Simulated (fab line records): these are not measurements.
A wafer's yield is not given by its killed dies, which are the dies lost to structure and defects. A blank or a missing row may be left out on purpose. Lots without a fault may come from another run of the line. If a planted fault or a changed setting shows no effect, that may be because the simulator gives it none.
What tool caused it? / flow sky130 / 14 lots with 42 wafers sampled at 2 steps, on a route of 708 steps

== WHAT THE GAUGES READ, wafer by wafer ==
The record holds no reading of a measuring or inspecting step that can be judged against a usual standard deviation.

== EACH LOT AND THE TOOL THAT RAN IT (in order: tool; ch and the chambers of the sampled wafers; start) ==
lot=L379; SKY_VIA3_CMP_24=cmp-01 ch 0,3, day 39 22:40; SKY_PAD_OPEN_PROBE_99=-
lot=L381; SKY_VIA3_CMP_24=cmp-01 ch 0,3, day 40 04:34; SKY_PAD_OPEN_PROBE_99=-
lot=L384; SKY_VIA3_CMP_24=cmp-02 ch 1,2,3, day 41 05:59; SKY_PAD_OPEN_PROBE_99=-
lot=L383; SKY_VIA3_CMP_24=cmp-02 ch 0,2, day 41 09:20; SKY_PAD_OPEN_PROBE_99=-
lot=L385; SKY_VIA3_CMP_24=cmp-01 ch 0,3, day 41 10:04; SKY_PAD_OPEN_PROBE_99=-
lot=L386; SKY_VIA3_CMP_24=cmp-01 ch 1,2,3, day 42 00:06; SKY_PAD_OPEN_PROBE_99=prober-02, day 47 18:48
lot=L387; SKY_VIA3_CMP_24=cmp-01 ch 1,2,3, day 42 08:12; SKY_PAD_OPEN_PROBE_99=prober-01, day 48 00:56
lot=L388; SKY_VIA3_CMP_24=cmp-01 ch 2,3, day 42 17:16; SKY_PAD_OPEN_PROBE_99=-
lot=L393; SKY_VIA3_CMP_24=cmp-01 ch 0,1,3, day 43 16:40; SKY_PAD_OPEN_PROBE_99=-
lot=L394; SKY_VIA3_CMP_24=cmp-01 ch 0,2, day 44 01:29; SKY_PAD_OPEN_PROBE_99=-
lot=L396; SKY_VIA3_CMP_24=cmp-02 ch 0,1,2, day 45 01:58; SKY_PAD_OPEN_PROBE_99=-
lot=L398; SKY_VIA3_CMP_24=cmp-02 ch 0,3, day 45 03:29; SKY_PAD_OPEN_PROBE_99=prober-02, day 50 07:07
lot=L400; SKY_VIA3_CMP_24=cmp-01 ch 1,2,3, day 45 13:59; SKY_PAD_OPEN_PROBE_99=-
lot=L402; SKY_VIA3_CMP_24=cmp-02 ch 0,1,3, day 45 22:44; SKY_PAD_OPEN_PROBE_99=-
- SKY_VIA3_CMP_24: polishes, stops on SiO2, t overpolish 20 s, target thk 0 nm.
- SKY_PAD_OPEN_PROBE_99

== AS READ BY THE TOOLS THEMSELVES (means over the sampled wafers that have a number; for cases with no such wafer, the mark the record gives instead) ==
SKY_VIA3_CMP_24.
lot=L379; tool=cmp-01; edge_zone_pressure_frac=0.993; head_pressure_psi (psi)=3.492; motor_current_A (A)=11.8; overpolish_run_s (s)=20.002; time_to_endpoint_s (s)=93
lot=L381; tool=cmp-01; edge_zone_pressure_frac=0.999; head_pressure_psi (psi)=3.502; motor_current_A (A)=11.6; overpolish_run_s (s)=20.002; time_to_endpoint_s (s)=96
lot=L384; tool=cmp-02; edge_zone_pressure_frac=0.999; head_pressure_psi (psi)=3.494; motor_current_A (A)=10.9; overpolish_run_s (s)=20.005; time_to_endpoint_s (s)=97
lot=L383; tool=cmp-02; edge_zone_pressure_frac=0.997; head_pressure_psi (psi)=3.508; motor_current_A (A)=11.7; overpolish_run_s (s)=20.005; time_to_endpoint_s (s)=97
lot=L385; tool=cmp-01; edge_zone_pressure_frac=1.000; head_pressure_psi (psi)=3.497; motor_current_A (A)=11.6; overpolish_run_s (s)=20.003; time_to_endpoint_s (s)=94
lot=L386; tool=cmp-01; edge_zone_pressure_frac=-; head_pressure_psi (psi)=-; motor_current_A (A)=-; overpolish_run_s (s)=-; time_to_endpoint_s (s)=-
lot=L387; tool=cmp-01; edge_zone_pressure_frac=-; head_pressure_psi (psi)=-; motor_current_A (A)=-; overpolish_run_s (s)=-; time_to_endpoint_s (s)=-
lot=L388; tool=cmp-01; edge_zone_pressure_frac=1.007; head_pressure_psi (psi)=3.495; motor_current_A (A)=10.4; overpolish_run_s (s)=20.005; time_to_endpoint_s (s)=92
lot=L393; tool=cmp-01; edge_zone_pressure_frac=0.995; head_pressure_psi (psi)=3.505; motor_current_A (A)=10.9; overpolish_run_s (s)=20.001; time_to_endpoint_s (s)=97
lot=L394; tool=cmp-01; edge_zone_pressure_frac=1.003; head_pressure_psi (psi)=3.500; motor_current_A (A)=10.5; overpolish_run_s (s)=20.002; time_to_endpoint_s (s)=88
lot=L396; tool=cmp-02; edge_zone_pressure_frac=1.001; head_pressure_psi (psi)=3.500; motor_current_A (A)=11.1; overpolish_run_s (s)=19.997; time_to_endpoint_s (s)=99
lot=L398; tool=cmp-02; edge_zone_pressure_frac=0.998; head_pressure_psi (psi)=3.501; motor_current_A (A)=11.8; overpolish_run_s (s)=19.999; time_to_endpoint_s (s)=97
lot=L400; tool=cmp-01; edge_zone_pressure_frac=1.001; head_pressure_psi (psi)=3.495; motor_current_A (A)=10.5; overpolish_run_s (s)=20.005; time_to_endpoint_s (s)=101
lot=L402; tool=cmp-02; edge_zone_pressure_frac=1.005; head_pressure_psi (psi)=3.499; motor_current_A (A)=11.9; overpolish_run_s (s)=19.999; time_to_endpoint_s (s)=99

SKY_PAD_OPEN_PROBE_99.
lot=L386; tool=prober-02; defect_limited_yield (%)=0.0; killed_at_M0_to_M3=440; killed_at_M4_up=4.3; killed_at_contacts=30; killed_at_front_end=17; killed_at_other=0.7; killed_dies=492; killed_on_rim=96; killed_open=51; killed_short=38; sort_bin_3_pad_short (%)=83.0; sort_bin_5_function (%)=10.2; sort_bin_6_memory (%)=6.8; sort_bin_8_speed (%)=0.0; sort_n_pass=0; sort_yield_pct (%)=0.0
lot=L387; tool=prober-01; defect_limited_yield (%)=0.0; killed_at_M0_to_M3=446; killed_at_M4_up=2.7; killed_at_contacts=24; killed_at_front_end=20; killed_at_other=0.3; killed_dies=492; killed_on_rim=96; killed_open=49; killed_short=39; sort_bin_3_pad_short (%)=82.9; sort_bin_5_function (%)=11.1; sort_bin_6_memory (%)=6.0; sort_bin_8_speed (%)=0.0; sort_n_pass=0; sort_yield_pct (%)=0.0
lot=L398; tool=prober-02; defect_limited_yield (%)=84.5; killed_at_M0_to_M3=36; killed_at_M4_up=3.7; killed_at_contacts=21; killed_at_front_end=15; killed_at_other=0.7; killed_dies=76; killed_on_rim=18; killed_open=43; killed_short=33; sort_bin_3_pad_short (%)=0.9; sort_bin_5_function (%)=10.0; sort_bin_6_memory (%)=4.7; sort_bin_8_speed (%)=1.1; sort_n_pass=410; sort_yield_pct (%)=83.4

== THE ANSWER, worked out from the rows above alone ==
Rule: the usual values come from the lots themselves. Put in order of their means at a reading, lots are off if they are a third of the lots or fewer, leave a main group of 4 or more, and stand apart from it by a gap of 3 or more times the standard deviation of the main group's means; of several such gaps the widest counts. If all means in a main group match to the digits the tables above print for the reading, that group is not used. A lot without any number at a reading at which 4 lots or more have one is off too. Where the step has rows for the other lots, those lots are counted as sound. The gauges are gone through in route order, then the tools' own readings, and for those a lot's mean is taken as printed above. The first step at which some lot is off is used, and at that step the reading that is off furthest; a lot without a number counts as furthest.
Off, at SKY_VIA3_CMP_24 on edge_zone_pressure_frac: L386, L387. Without a number there: L386, L387. Main group: mean 1.000, sd 0.0038.
If a tool, at that step or one of the process steps before it, ran each lot that is off and ran no sound lot following the first of them, it fits. No candidate that was tried fits.

== WHAT THE SIMULATOR HAD PUT IN ==
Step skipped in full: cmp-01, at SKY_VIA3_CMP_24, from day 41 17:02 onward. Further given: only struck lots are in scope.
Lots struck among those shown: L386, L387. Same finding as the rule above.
